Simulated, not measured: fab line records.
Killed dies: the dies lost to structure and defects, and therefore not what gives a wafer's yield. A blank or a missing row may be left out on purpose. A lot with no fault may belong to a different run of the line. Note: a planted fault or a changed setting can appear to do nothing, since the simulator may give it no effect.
Which tool is to blame? || flow sky130 || 42 wafers from 14 lots sampled at 4 of the route's 708 steps

## WHAT THE GAUGES READ, wafer by wafer
SKY_NWELL_RS_MEAS_29: uses a four-point probe to measure.
{"lot": "L998", "measured": "day 5 11:48", "on": "film_metro-02", "NWELL_RS (ohm/sq)": "625.9 625.5 624.0"}
{"lot": "L999", "measured": "day 5 15:59", "on": "film_metro-04", "NWELL_RS (ohm/sq)": "623.1 625.4 625.6"}
{"lot": "L100", "measured": "day 5 18:36", "on": "film_metro-02", "NWELL_RS (ohm/sq)": "624.5 622.3 621.9"}
{"lot": "L104", "measured": "day 6 19:11", "on": "film_metro-01", "NWELL_RS (ohm/sq)": "624.4 622.9 623.3"}
{"lot": "L107", "measured": "day 7 14:33", "on": "film_metro-01", "NWELL_RS (ohm/sq)": "627.2 628.2 628.6"}
{"lot": "L110", "measured": "day 8 06:59", "on": "film_metro-01", "NWELL_RS (ohm/sq)": "624.6 625.6 623.7"}
{"lot": "L111", "measured": "day 8 13:00", "on": "film_metro-04", "NWELL_RS (ohm/sq)": "625.0 624.9 625.5"}
{"lot": "L115", "measured": "day 9 16:41", "on": "film_metro-01", "NWELL_RS (ohm/sq)": "624.7 625.5 625.1"}
{"lot": "L116", "measured": "day 9 22:38", "on": "film_metro-01", "NWELL_RS (ohm/sq)": "621.4 621.2 623.8"}
{"lot": "L117", "measured": "day 10 06:28", "on": "film_metro-01", "NWELL_RS (ohm/sq)": "625.0 625.6 626.3"}
{"lot": "L118", "measured": "day 10 12:57", "on": "film_metro-02", "NWELL_RS (ohm/sq)": "625.3 624.8 625.8"}
{"lot": "L119", "measured": "day 10 14:31", "on": "film_metro-02", "NWELL_RS (ohm/sq)": "622.8 625.1 625.1"}
{"lot": "L120", "measured": "day 10 22:20", "on": "film_metro-01", "NWELL_RS (ohm/sq)": "623.3 622.6 623.1"}
{"lot": "L121", "measured": "day 11 04:10", "on": "film_metro-02", "NWELL_RS (ohm/sq)": "622.2 624.0 625.9"}

SKY_VT_ADJUST_PCH_OVL_MEAS_07.
{"lot": "L998", "measured": "day 10 13:33", "on": "overlay-01", "VT_ADJUST_PCH_OVL (nm)": "1.2 0.5 1.8"}
{"lot": "L999", "measured": "day 10 17:44", "on": "overlay-01", "VT_ADJUST_PCH_OVL (nm)": "-1.0 0.3 0.8"}
{"lot": "L100", "measured": "day 10 22:09", "on": "overlay-01", "VT_ADJUST_PCH_OVL (nm)": "0.1 1.1 2.3"}
{"lot": "L104", "measured": "day 12 05:17", "on": "overlay-01", "VT_ADJUST_PCH_OVL (nm)": "1.4 1.5 1.0"}
{"lot": "L107", "measured": "day 13 04:41", "on": "overlay-01", "VT_ADJUST_PCH_OVL (nm)": "-0.6 1.4 0.5"}
{"lot": "L110", "measured": "day 14 03:26", "on": "overlay-02", "VT_ADJUST_PCH_OVL (nm)": "-0.1 1.0 1.2"}
{"lot": "L111", "measured": "day 14 08:29", "on": "overlay-01", "VT_ADJUST_PCH_OVL (nm)": "2.2 0.6 2.9"}
{"lot": "L115", "measured": "day 15 21:11", "on": "overlay-02", "VT_ADJUST_PCH_OVL (nm)": "1.1 3.1 0.1"}
{"lot": "L116", "measured": "day 16 04:31", "on": "overlay-02", "VT_ADJUST_PCH_OVL (nm)": "0.5 1.6 0.2"}
{"lot": "L117", "measured": "day 16 16:41", "on": "overlay-01", "VT_ADJUST_PCH_OVL (nm)": "0.3 0.6 -2.0"}
{"lot": "L118", "measured": "day 16 23:26", "on": "overlay-01", "VT_ADJUST_PCH_OVL (nm)": "-0.2 0.8 1.9"}
{"lot": "L119", "measured": "day 17 01:30", "on": "overlay-01", "VT_ADJUST_PCH_OVL (nm)": "-0.6 1.7 2.2"}
{"lot": "L120", "measured": "day 17 12:01", "on": "overlay-02", "VT_ADJUST_PCH_OVL (nm)": "1.2 1.0 2.8"}
{"lot": "L121", "measured": "day 17 17:09", "on": "overlay-01", "VT_ADJUST_PCH_OVL (nm)": "0.9 0.9 0.5"}

## WHAT TOOL EACH LOT RAN ON (gives the tool, then ch and the chambers of the sampled wafers, and finally the start)
{"lot": "L998", "SKY_VT_ADJUST_LVTN_DEVELOP_17": "litho_track-03 ch 0, day 7 20:24", "SKY_VT_ADJUST_HVTR_STRIP_10": "plasma_asher-03 ch 0,1, day 9 15:29"}
{"lot": "L999", "SKY_VT_ADJUST_LVTN_DEVELOP_17": "litho_track-02 ch 0, day 8 01:46", "SKY_VT_ADJUST_HVTR_STRIP_10": "plasma_asher-03 ch 0,1, day 9 20:05"}
{"lot": "L100", "SKY_VT_ADJUST_LVTN_DEVELOP_17": "litho_track-03 ch 0, day 8 05:06", "SKY_VT_ADJUST_HVTR_STRIP_10": "plasma_asher-03 ch 0,1, day 10 01:06"}
{"lot": "L104", "SKY_VT_ADJUST_LVTN_DEVELOP_17": "litho_track-02 ch 0, day 9 08:35", "SKY_VT_ADJUST_HVTR_STRIP_10": "plasma_asher-03 ch 0,1, day 11 05:26"}
{"lot": "L107", "SKY_VT_ADJUST_LVTN_DEVELOP_17": "litho_track-02 ch 0, day 10 05:43", "SKY_VT_ADJUST_HVTR_STRIP_10": "plasma_asher-03 ch 0, day 12 03:32"}
{"lot": "L110", "SKY_VT_ADJUST_LVTN_DEVELOP_17": "litho_track-03, day 11 00:50", "SKY_VT_ADJUST_HVTR_STRIP_10": "plasma_asher-03 ch 0,1, day 13 02:06"}
{"lot": "L111", "SKY_VT_ADJUST_LVTN_DEVELOP_17": "litho_track-02, day 11 05:40", "SKY_VT_ADJUST_HVTR_STRIP_10": "plasma_asher-03 ch 0,1, day 13 07:21"}
{"lot": "L115", "SKY_VT_ADJUST_LVTN_DEVELOP_17": "litho_track-02 ch 0, day 12 14:17", "SKY_VT_ADJUST_HVTR_STRIP_10": "plasma_asher-02 ch 0,1, day 14 18:06"}
{"lot": "L116", "SKY_VT_ADJUST_LVTN_DEVELOP_17": "litho_track-03 ch 0, day 12 20:29", "SKY_VT_ADJUST_HVTR_STRIP_10": "plasma_asher-01 ch 0, day 15 01:17"}
{"lot": "L117", "SKY_VT_ADJUST_LVTN_DEVELOP_17": "litho_track-03 ch 0, day 13 06:20", "SKY_VT_ADJUST_HVTR_STRIP_10": "plasma_asher-03 ch 0,1, day 15 12:22"}
{"lot": "L118", "SKY_VT_ADJUST_LVTN_DEVELOP_17": "litho_track-04 ch 0, day 13 13:01", "SKY_VT_ADJUST_HVTR_STRIP_10": "plasma_asher-02 ch 0,1, day 15 19:06"}
{"lot": "L119", "SKY_VT_ADJUST_LVTN_DEVELOP_17": "litho_track-03 ch 0, day 13 15:35", "SKY_VT_ADJUST_HVTR_STRIP_10": "plasma_asher-02 ch 0,1, day 15 20:55"}
{"lot": "L120", "SKY_VT_ADJUST_LVTN_DEVELOP_17": "litho_track-02 ch 0, day 14 00:50", "SKY_VT_ADJUST_HVTR_STRIP_10": "plasma_asher-03 ch 1, day 16 07:33"}
{"lot": "L121", "SKY_VT_ADJUST_LVTN_DEVELOP_17": "litho_track-02 ch 0, day 14 05:55", "SKY_VT_ADJUST_HVTR_STRIP_10": "plasma_asher-03 ch 0,1, day 16 12:51"}
- SKY_VT_ADJUST_LVTN_DEVELOP_17: develop time 60 s.
- SKY_VT_ADJUST_HVTR_STRIP_10: strips in O2/N2.

## AS READ BY THE TOOLS THEMSELVES (means over the sampled wafers that have a number; for cases with no such wafer, the mark the record gives instead)
SKY_VT_ADJUST_LVTN_DEVELOP_17.
{"lot": "L998", "tool": "litho_track-03", "chill_plate_temp_C (C)": 23.05, "developer_temp_C (C)": 23.16}
{"lot": "L999", "tool": "litho_track-02", "chill_plate_temp_C (C)": 23.15, "developer_temp_C (C)": 22.99}
{"lot": "L100", "tool": "litho_track-03", "chill_plate_temp_C (C)": 22.90, "developer_temp_C (C)": 22.91}
{"lot": "L104", "tool": "litho_track-02", "chill_plate_temp_C (C)": 22.98, "developer_temp_C (C)": 22.92}
{"lot": "L107", "tool": "litho_track-02", "chill_plate_temp_C (C)": 22.92, "developer_temp_C (C)": 23.04}
{"lot": "L110", "tool": "litho_track-03", "chill_plate_temp_C (C)": "-", "developer_temp_C (C)": "-"}
{"lot": "L111", "tool": "litho_track-02", "chill_plate_temp_C (C)": "-", "developer_temp_C (C)": "-"}
{"lot": "L115", "tool": "litho_track-02", "chill_plate_temp_C (C)": 22.88, "developer_temp_C (C)": 23.03}
{"lot": "L116", "tool": "litho_track-03", "chill_plate_temp_C (C)": 22.98, "developer_temp_C (C)": 22.96}
{"lot": "L117", "tool": "litho_track-03", "chill_plate_temp_C (C)": 23.03, "developer_temp_C (C)": 22.95}
{"lot": "L118", "tool": "litho_track-04", "chill_plate_temp_C (C)": 23.00, "developer_temp_C (C)": 23.04}
{"lot": "L119", "tool": "litho_track-03", "chill_plate_temp_C (C)": 22.94, "developer_temp_C (C)": 22.95}
{"lot": "L120", "tool": "litho_track-02", "chill_plate_temp_C (C)": 23.01, "developer_temp_C (C)": 23.02}
{"lot": "L121", "tool": "litho_track-02", "chill_plate_temp_C (C)": 23.16, "developer_temp_C (C)": 22.97}

SKY_VT_ADJUST_HVTR_STRIP_10.
{"lot": "L998", "tool": "plasma_asher-03", "drypump_motor_current_A (A)": 5.61, "oes_product_au (a.u.)": 0.711, "strip_time_to_endpoint_s (s)": 14.22}
{"lot": "L999", "tool": "plasma_asher-03", "drypump_motor_current_A (A)": 5.59, "oes_product_au (a.u.)": 0.717, "strip_time_to_endpoint_s (s)": 14.22}
{"lot": "L100", "tool": "plasma_asher-03", "drypump_motor_current_A (A)": 5.57, "oes_product_au (a.u.)": 0.714, "strip_time_to_endpoint_s (s)": 14.18}
{"lot": "L104", "tool": "plasma_asher-03", "drypump_motor_current_A (A)": 5.60, "oes_product_au (a.u.)": 0.719, "strip_time_to_endpoint_s (s)": 14.23}
{"lot": "L107", "tool": "plasma_asher-03", "drypump_motor_current_A (A)": 5.52, "oes_product_au (a.u.)": 0.714, "strip_time_to_endpoint_s (s)": 14.21}
{"lot": "L110", "tool": "plasma_asher-03", "drypump_motor_current_A (A)": 5.56, "oes_product_au (a.u.)": 0.712, "strip_time_to_endpoint_s (s)": 14.22}
{"lot": "L111", "tool": "plasma_asher-03", "drypump_motor_current_A (A)": 5.59, "oes_product_au (a.u.)": 0.717, "strip_time_to_endpoint_s (s)": 14.18}
{"lot": "L115", "tool": "plasma_asher-02", "drypump_motor_current_A (A)": 5.83, "oes_product_au (a.u.)": 0.717, "strip_time_to_endpoint_s (s)": 14.16}
{"lot": "L116", "tool": "plasma_asher-01", "drypump_motor_current_A (A)": 5.02, "oes_product_au (a.u.)": 0.713, "strip_time_to_endpoint_s (s)": 14.18}
{"lot": "L117", "tool": "plasma_asher-03", "drypump_motor_current_A (A)": 5.58, "oes_product_au (a.u.)": 0.717, "strip_time_to_endpoint_s (s)": 14.19}
{"lot": "L118", "tool": "plasma_asher-02", "drypump_motor_current_A (A)": 5.94, "oes_product_au (a.u.)": 0.722, "strip_time_to_endpoint_s (s)": 14.23}
{"lot": "L119", "tool": "plasma_asher-02", "drypump_motor_current_A (A)": 5.95, "oes_product_au (a.u.)": 0.715, "strip_time_to_endpoint_s (s)": 14.17}
{"lot": "L120", "tool": "plasma_asher-03", "drypump_motor_current_A (A)": 5.60, "oes_product_au (a.u.)": 0.711, "strip_time_to_endpoint_s (s)": 14.13}
{"lot": "L121", "tool": "plasma_asher-03", "drypump_motor_current_A (A)": 5.56, "oes_product_au (a.u.)": 0.709, "strip_time_to_endpoint_s (s)": 14.21}

## THE ANSWER, worked out from the rows above alone
Rule: what is usual is taken from the lots themselves. Put in order of their means at a reading, lots are off if they are a third of the lots or fewer, leave a main group of 4 or more, and stand apart from it by a gap of 3 or more times the standard deviation of the main group's means; of several such gaps the widest counts. A main group whose means are all the same, to the digits that the tables above print for the reading, isn't used. Also off: a lot with no number at a reading for which 4 or more lots have one. Where the step has rows for the other lots, those lots are counted as sound. First the gauges in route order, then the tools' own readings, where a lot's mean is used as printed above. At the first step where some lot is off, the reading lying furthest off is the one used; lots without a number count as furthest.
Off, at SKY_VT_ADJUST_LVTN_DEVELOP_17 on chill_plate_temp_C: L110, L111. Without a number there: L110, L111. For the main group the mean is 23.00 C and the standard deviation 0.085.
A tool fits if, at that step or a process step before it, it ran every lot that is off, and no sound lot after the first of them. Of those tried, none fits.

## WHAT THE SIMULATOR PUT IN
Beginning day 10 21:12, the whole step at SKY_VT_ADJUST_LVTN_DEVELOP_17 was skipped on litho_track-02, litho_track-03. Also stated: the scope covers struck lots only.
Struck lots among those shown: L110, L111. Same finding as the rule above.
